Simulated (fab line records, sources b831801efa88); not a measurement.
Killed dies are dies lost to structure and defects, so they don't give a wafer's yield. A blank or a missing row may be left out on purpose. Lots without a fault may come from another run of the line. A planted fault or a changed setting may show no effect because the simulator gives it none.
Chamber matching | flow gf180mcu | GF_PASSIVATION_ETCH_11 on rie_diel-04: 4 sister chambers
The step etches the open film in CF4/O2, stops on TiN, target depth 1800 nm, time 400 s. 7 wafers are shown with their chamber, then 6 later ones without.

WAFERS WITH THEIR CHAMBER
wafer  | chamber | drypump_motor_current_A (A) | throttle_valve_pct (%)
L426.2 | 3       | 5.1                         | 5.958
L429.4 | 2       | 6.7                         | 5.971
L435.5 | 1       | 5.8                         | 5.973
L435.6 | 0       | 6.5                         | 5.977
L436.2 | 1       | 5.8                         | 5.943
L436.4 | 2       | 6.8                         | 5.969
L436.5 | 0       | 6.5                         | 5.979

WAFERS WITHOUT THEIR CHAMBER
wafer  | drypump_motor_current_A (A) | throttle_valve_pct (%)
L441.1 | 5.8                         | 5.962
L441.2 | 6.4                         | 5.955
L441.5 | 6.4                         | 5.958
L447.1 | 5.1                         | 5.960
L447.3 | 6.7                         | 5.959
L447.4 | 5.8                         | 5.986

WHICH CHAMBER EACH WENT THROUGH
wafer  | from the rows above | in truth
L441.1 | 1                   | 1
L441.2 | 0                   | 0
L441.5 | 0                   | 0
L447.1 | 3                   | 3
L447.3 | 2                   | 2
L447.4 | 1                   | 1
Placed correctly: 6 of 6. Can't be placed from these rows: 0. Placed wrongly: 0.
How it was worked out, from the rows above alone: a wafer's distance from a chamber is the root of the sum, over the readings, of the square of ((its reading less the chamber's mean) divided by the reading's scatter). The wafer belongs to the nearest chamber; if the next one is less than 2 further off, it can't be placed. A chamber's mean is the mean of its shown wafers. The scatter: the root of (the sum of the squares of (reading less its chamber's mean) over the shown wafers, divided by (wafers less chambers)).
